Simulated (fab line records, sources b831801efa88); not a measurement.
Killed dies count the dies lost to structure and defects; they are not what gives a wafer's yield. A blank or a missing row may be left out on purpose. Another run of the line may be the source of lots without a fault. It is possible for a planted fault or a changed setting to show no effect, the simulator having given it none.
What tool caused it? -- flow gf180mcu -- 11 lots, 33 wafers sampled, at 4 steps of a route of 602

WHAT THE GAUGES READ, wafer by wafer
GF_VT_IMPLANT_OVL_MEAS_40.
lot,measured,on,VT_IMPLANT_03_OVL (nm)
L679,day 9 02:06,overlay-01,-1.9 -0.3 -0.4
L680,day 9 04:23,overlay-01,-0.4 -0.7 0.7
L682,day 10 02:57,overlay-01,-0.9 -2.9 -1.1
L683,day 10 06:09,overlay-01,140.8 139.3 140.6
L684,day 10 11:06,overlay-02,139.1 141.4 139.1
L685,day 10 16:05,overlay-02,3.2 0.5 1.2
L690,day 12 04:55,overlay-02,0.3 -0.9 -0.8
L691,day 12 10:41,overlay-01,1.5 1.0 0.3
L693,day 13 00:24,overlay-01,1.1 0.5 -0.2
L695,day 13 14:16,overlay-01,1.1 1.6 3.1
L696,day 13 21:25,overlay-01,3.0 2.6 1.5

WHICH TOOL RAN EACH LOT (tool, then ch and the chambers of the sampled wafers, then the start)
lot,GF_STI_ETCH_13,GF_STI_ETCH_14,GF_VT_IMPLANT_EXPOSE_37
L679,"rieDiel-03 ch 0,1, day 3 03:23","rieSi-02 ch 1,3, day 3 03:28","ilineStepper-02 ch 0, day 8 17:48"
L680,"rieDiel-01 ch 0,1,2, day 3 08:08","rieSi-02 ch 1,2,3, day 3 08:13","ilineStepper-02 ch 0, day 8 20:52"
L682,"rieDiel-01 ch 0,2,3, day 3 18:56","rieSi-02 ch 1,2,3, day 3 19:04","ilineStepper-02 ch 0, day 9 18:25"
L683,"rieDiel-04 ch 0,1,3, day 4 00:03","rieSi-01 ch 1,2,3, day 4 00:08","ilineStepper-02 ch 0, day 9 21:50"
L684,"rieDiel-04 ch 2,3, day 4 04:33","rieSi-01 ch 0,1,2, day 4 04:38","ilineStepper-02 ch 0, day 10 02:17"
L685,"rieDiel-03 ch 1,3, day 4 09:51","rieSi-01 ch 0,1, day 4 09:56","ilineStepper-01 ch 0, day 10 07:15"
L690,"rieDiel-03 ch 1,3, day 5 11:48","rieSi-01 ch 0,2,3, day 5 11:53","ilineStepper-01 ch 0, day 11 19:56"
L691,"rieDiel-04 ch 0,2,3, day 5 17:39","rieSi-01 ch 0,3, day 5 17:44","ilineStepper-01 ch 0, day 12 01:27"
L693,"rieDiel-01 ch 0,2,3, day 6 03:29","rieSi-01 ch 0,2,3, day 6 03:34","ilineStepper-01 ch 0, day 12 14:39"
L695,"rieDiel-01 ch 0,3, day 6 13:53","rieSi-02 ch 0,1,3, day 6 13:58","ilineStepper-01 ch 0, day 13 04:24"
L696,"rieDiel-03 ch 0,1,2, day 6 19:57","rieSi-02 ch 2,3, day 6 20:02","ilineStepper-01 ch 0, day 13 11:15"
- GF_STI_ETCH_13: etches the open film in CHF3/O2, stops on Si, target depth 282.31 nm, time 112.9 s.
- GF_STI_ETCH_14: etches Si in HBr/Cl2/O2, target depth 360 nm, time 102.9 s.
- GF_VT_IMPLANT_EXPOSE_37: exposes mask Nwell HV AREA, target cd 860 nm.

THE ANSWER, worked out from the rows above alone
Rule: usual is defined by the lots themselves. Put in order of their means at a reading, lots are off if they are a third of the lots or fewer, leave a main group of 4 or more, and stand apart from it by a gap of 3 or more times the standard deviation of the main group's means; of several such gaps the widest counts. Not used: any main group whose means are identical at the precision the tables above print for the reading. A lot without any number at a reading at which 4 lots or more have one is off too. Any other lot the step has rows for is counted as sound.
Off: L683, L684, seen at GF_VT_IMPLANT_OVL_MEAS_40 (VT_IMPLANT_03_OVL). The main group: mean 0.5 nm, standard deviation 1.3.
A tool fits if, at a process step before that reading, it ran every lot that is off, and no sound lot after the first of them. The gauges at GF_VT_IMPLANT_OVL_MEAS_40 are tried like those tools. One fits: GF_VT_IMPLANT_EXPOSE_37 on ilineStepper-02. Its last sound lot is L682 (day 9 18:25), its first lot that is off L683 (day 9 21:50): a fault that began between those two fits.

WHAT HAD BEEN PUT IN BY THE SIMULATOR
Scanner matching overlay: ilineStepper-02, from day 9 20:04 on, at GF_VT_IMPLANT_EXPOSE_37. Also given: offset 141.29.
Shown lots that were struck: L683, L684. The rule given above showed the same thing.
